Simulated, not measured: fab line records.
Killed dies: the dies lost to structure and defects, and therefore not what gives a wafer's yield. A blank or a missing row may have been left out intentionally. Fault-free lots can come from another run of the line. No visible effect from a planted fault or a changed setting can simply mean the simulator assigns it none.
The tool behind it: which one?	flow sky130	Sampling: 11 lots, 33 wafers, 3 of 708 route steps

WHAT EACH GAUGE READ, for each wafer
SKY_VT_ADJUST_HVTP_OVL_MEAS_08. Usual: VT_ADJUST_HVTP_OVL -0.5 nm, standard deviation 1.2.
lot	measured	on	VT_ADJUST_HVTP_OVL (nm)	flag
L233	day 6 13:06	overlay-02	-0.1 -1.2 -0.4	
L234	day 6 18:51	overlay-01	-1.5 -1.1 -2.1	
L236	day 7 04:12	overlay-01	1.2 0.9 2.4	
L237	day 7 10:54	overlay-02	-0.4 -2.3 -0.3	
L238	day 7 15:00	overlay-01	-1.5 -1.5 -0.5	
L240	day 8 16:03	overlay-01	0.7 -0.3 0.4	
L245	day 9 16:07	overlay-02	1.4 2.2 0.0	
L248	day 10 11:38	overlay-01	-0.1 0.9 1.0	
L251	day 11 09:20	overlay-02	0.0 -1.2 1.2	
L252	day 11 16:54	overlay-01	-1.5 -1.1 -0.8	
L254	day 12 02:48	overlay-02	0.5 -0.4 -0.4	

SKY_LI_CONTACT_THK_MEAS_01. Usual: LI_CONTACT_HDPCVD_THK 930 nm, standard deviation 10.
lot	measured	on	LI_CONTACT_HDPCVD_THK (nm)	flag
L233	day 28 03:57	film metro-04	931 919 934	
L234	day 28 16:08	film metro-01	926 921 924	
L236	day 29 23:40	film metro-01	924 932 921	
L237	day 29 22:35	film metro-02	936 941 944	
L238	day 30 04:47	film metro-04	936 930 936	
L240	day 31 10:27	film metro-01	935 932 952	
L245	day 32 11:10	film metro-01	935 936 915	
L248	day 33 02:17	film metro-02	942 939 939	
L251	day 34 10:10	film metro-04	944 1292 1302	OFF
L252	day 34 17:12	film metro-04	1314 945 946	OFF
L254	day 35 01:34	film metro-02	944 933 933	

WHICH TOOL RAN EACH LOT (tool, then ch and the chambers of the sampled wafers, then the start)
lot	SKY_LI_CONTACT_HDPCVD_00
L233	hdpcvd-02 ch 0,2, day 28 03:49
L234	hdpcvd-02 ch 0,1, day 28 16:02
L236	hdpcvd-01 ch 1,2, day 29 23:33
L237	hdpcvd-01 ch 0,1, day 29 22:28
L238	hdpcvd-01 ch 1,2, day 30 04:41
L240	hdpcvd-02 ch 0,2, day 31 10:21
L245	hdpcvd-01 ch 0,2, day 32 11:03
L248	hdpcvd-02 ch 0,2, day 33 02:10
L251	hdpcvd-02 ch 0,2, day 34 10:03
L252	hdpcvd-02 ch 0,2, day 34 17:06
L254	hdpcvd-01 ch 0,1, day 35 01:27
- SKY_LI_CONTACT_HDPCVD_00: deposits PSG, target thk 930 nm, time 155 s.

WHAT THE TOOLS THEMSELVES READ (means of the sampled wafers that have a number; where no wafer has one, the mark that the record gives instead)
SKY_LI_CONTACT_HDPCVD_00. Usual: run length s 182.9 s, standard deviation 0.46; susceptor temp C 599.95 C, standard deviation 0.27.
lot	tool	run length s (s)	susceptor temp C (C)	flag
L233	hdpcvd-02	183.1	600.04	
L234	hdpcvd-02	183.2	599.99	
L236	hdpcvd-01	182.7	599.92	
L237	hdpcvd-01	182.7	599.85	
L238	hdpcvd-01	182.6	599.75	
L240	hdpcvd-02	182.8	599.93	
L245	hdpcvd-01	182.4	600.13	
L248	hdpcvd-02	182.8	600.02	
L251	hdpcvd-02	223.9	599.98	OFF
L252	hdpcvd-02	203.1	600.04	OFF
L254	hdpcvd-01	183.3	599.86	

THE ANSWER, worked out from the rows above alone
Rule: a lot counts as off when the mean over its wafers that have a number is more than 3 standard deviations away from the usual mean. Also off: a lot with no number at a reading for which 4 or more lots have one. Where the step has rows for the other lots, those lots are counted as sound. The gauges are gone through in route order, then the tools' own readings, and for those a lot's mean is taken as printed above. The first step at which some lot is off is used, and at that step the reading that is off furthest; a lot without a number counts as furthest.
Off: L251, L252, at SKY_LI_CONTACT_THK_MEAS_01 (LI_CONTACT_HDPCVD_THK).
If a tool, at a process step before that reading, ran all the lots that are off and no sound lot after the first of them, it fits. Not tried: the gauges at SKY_LI_CONTACT_THK_MEAS_01; whatever is off there is also off at SKY_LI_CONTACT_HDPCVD_00, on other tools, and gauge error can't account for it. One fits: hdpcvd-02 at SKY_LI_CONTACT_HDPCVD_00. A fault onset in the window from L248 (day 33 02:10, its last sound lot) to L251 (day 34 10:03, its first lot off) fits.
On the lots that are off, the tool's own readings at SKY_LI_CONTACT_HDPCVD_00 differ by more than 5 times the standard deviation of the sound lots' means, which bears it out; run length s reads 213.5 s there versus 182.8 s on the sound lots.

WHAT HAD BEEN PUT IN BY THE SIMULATOR
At SKY_LI_CONTACT_HDPCVD_00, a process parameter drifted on hdpcvd-02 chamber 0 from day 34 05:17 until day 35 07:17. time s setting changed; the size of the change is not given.
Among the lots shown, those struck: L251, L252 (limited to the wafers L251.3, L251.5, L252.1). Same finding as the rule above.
